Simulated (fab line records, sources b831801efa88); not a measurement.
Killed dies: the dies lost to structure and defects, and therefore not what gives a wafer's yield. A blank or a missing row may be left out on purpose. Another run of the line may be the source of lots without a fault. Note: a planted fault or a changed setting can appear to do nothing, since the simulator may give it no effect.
Which tool was responsible? ; flow sky130 ; 11 lots with 33 wafers sampled at 3 steps, on a route of 708 steps

## WHAT EACH GAUGE READ, for each wafer
SKY_SD_N_TW_MEAS_12.
lot;measured;on;SD_N_TW
L348;day 28 16:47;film_metro-04;3953 3967 3968
L351;day 29 18:41;film_metro-04;3984 3967 3981
L353;day 30 12:14;film_metro-01;4004 4006 4019
L354;day 30 18:19;film_metro-03;3991 3977 3972
L355;day 31 00:53;film_metro-03;4012 4008 4002
L356;day 31 10:53;film_metro-04;3973 3957 3964
L357;day 31 21:07;film_metro-04;3966 3950 3976
L358;day 32 05:25;film_metro-01;4000 4018 3990
L359;day 32 10:11;film_metro-01;4010 3988 4006
L364;day 33 18:13;film_metro-03;3982 3981 4006
L366;day 34 17:51;film_metro-01;3986 3964 3965

## WHAT TOOL EACH LOT RAN ON (gives the tool, then ch and the chambers of the sampled wafers, and finally the start)
lot;SKY_POLY_GATE_ETCH_17;SKY_POLY_CUT_ETCH_11
L348;rie_si-02 ch 1,3, day 17 04:19;rie_diel-04 ch 1,2,3, day 25 00:16
L351;rie_si-02 ch 0,1,2, day 18 08:28;rie_diel-04 ch 0,1,3, day 26 03:43
L353;rie_si-01 ch 0,2,3, day 19 01:13;rie_diel-01 ch 2,3, day 26 23:01
L354;rie_si-02 ch 1,3, day 19 09:43;rie_diel-04 ch 0,1,3, day 27 04:52
L355;rie_si-02 ch 1,2, day 19 18:58;rie_diel-01 ch 1,2, day 27 12:26
L356;rie_si-01 ch 2,3, day 20 04:22;rie_diel-01 ch 1,3, day 27 21:22
L357;rie_si-02 ch 0,1, day 20 19:13;rie_diel-03 ch 1,2,3, day 28 08:28
L358;rie_si-01 ch 0,1,2, day 21 00:52;rie_diel-03 ch 0,1,3, day 28 18:22
L359;rie_si-02 ch 0,2,3, day 21 07:34;rie_diel-04 ch 0,1, day 28 22:19
L364;rie_si-02 ch 0,3, day 22 18:19;rie_diel-04 ch 0,1, day 30 07:58
L366;rie_si-01 ch 0,2,3, day 23 21:34;rie_diel-04 ch 0,1,3, day 31 08:07
- SKY_POLY_GATE_ETCH_17: etches poly-Si in HBr/Cl2, stops on SiO2, target depth 180 nm, time 70.5 s.
- SKY_POLY_CUT_ETCH_11: etches Si3N4 in CF4/CH2F2/Ar, stops on poly-Si, time 42.5 s, target depth 60 nm.

## WHAT THE TOOLS THEMSELVES READ (means of the sampled wafers that have a number; where no wafer has one, the mark that the record gives instead)
SKY_POLY_GATE_ETCH_17.
lot;tool;HBr_flow_sccm (sccm);bias_w (W);drypump_motor_current_A (A);oes_product_au (a.u.);throttle_valve_pct (%)
L348;rie_si-02;150.5;99.87;5.9;0.983;33.682
L351;rie_si-02;149.9;99.90;6.2;0.985;33.694
L353;rie_si-01;150.2;100.19;5.7;0.985;33.687
L354;rie_si-02;150.2;99.91;5.9;0.988;33.674
L355;rie_si-02;150.4;100.00;6.3;0.987;33.680
L356;rie_si-01;150.5;99.93;5.8;0.992;33.687
L357;rie_si-02;150.0;99.99;6.1;0.979;33.690
L358;rie_si-01;150.2;99.87;5.8;0.979;33.681
L359;rie_si-02;150.2;100.31;6.0;0.993;33.688
L364;rie_si-02;149.9;100.34;5.9;0.987;33.679
L366;rie_si-01;150.3;106.27;5.7;0.997;33.673

SKY_POLY_CUT_ETCH_11.
lot;tool;bias_w (W);cf4_flow_sccm (sccm);drypump_motor_current_A (A);mfc_ar_sccm (sccm);oes_product_au (a.u.);throttle_valve_pct (%)
L348;rie_diel-04;149.7;39.91;5.8;149.9;0.830;15.001
L351;rie_diel-04;150.1;40.02;5.6;150.3;0.827;14.994
L353;rie_diel-01;149.6;40.06;5.4;149.8;0.831;15.001
L354;rie_diel-04;149.6;40.06;5.6;150.4;0.831;15.001
L355;rie_diel-01;149.7;39.97;5.1;150.2;0.839;14.995
L356;rie_diel-01;150.2;40.02;5.5;149.9;0.829;15.001
L357;rie_diel-03;150.2;40.02;5.6;150.2;0.833;14.988
L358;rie_diel-03;149.9;40.03;5.6;150.4;0.828;14.996
L359;rie_diel-04;149.7;39.93;5.2;150.1;0.828;14.996
L364;rie_diel-04;150.2;39.96;5.3;150.2;0.831;14.990
L366;rie_diel-04;149.9;39.97;5.6;150.0;0.826;14.987

## THE ANSWER, worked out from the rows above alone
Rule: what is usual is taken from the lots themselves. Put in order of their means at a reading, lots are off if they are a third of the lots or fewer, leave a main group of 4 or more, and stand apart from it by a gap of 3 or more times the standard deviation of the main group's means; of several such gaps the widest counts. A main group is skipped when, at the precision printed for the reading in the tables above, its means are all equal. A lot without any number at a reading at which 4 lots or more have one is off too. The other lots that the step has rows for count as sound. Order of review: gauges by route order, followed by the tools' own readings, for which a lot's mean as printed above is used. The first step at which some lot is off is used, and at that step the reading that is off furthest; a lot without a number counts as furthest.
Off, at SKY_POLY_GATE_ETCH_17 on bias_w: L366. The main group: mean 100.03 W, standard deviation 0.17.
A tool fits if, at that step or a process step before it, it ran every lot that is off, and no sound lot after the first of them. One candidate fits, namely rie_si-01 at SKY_POLY_GATE_ETCH_17. Its last sound lot is L358 (day 21 00:52), its first lot that is off L366 (day 23 21:34): a fault that began between those two fits.
The tool's own readings at SKY_POLY_GATE_ETCH_17 bear it out: on the lots that are off they differ by more than 5 times the standard deviation of the sound lots' means. bias_w reads 106.27 W there against 100.03 W on the sound lots.

## WHAT THE SIMULATOR HAD PUT IN
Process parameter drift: rie_si-01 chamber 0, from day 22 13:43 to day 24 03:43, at SKY_POLY_GATE_ETCH_17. From 100, the setting bias_w moved by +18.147. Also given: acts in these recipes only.
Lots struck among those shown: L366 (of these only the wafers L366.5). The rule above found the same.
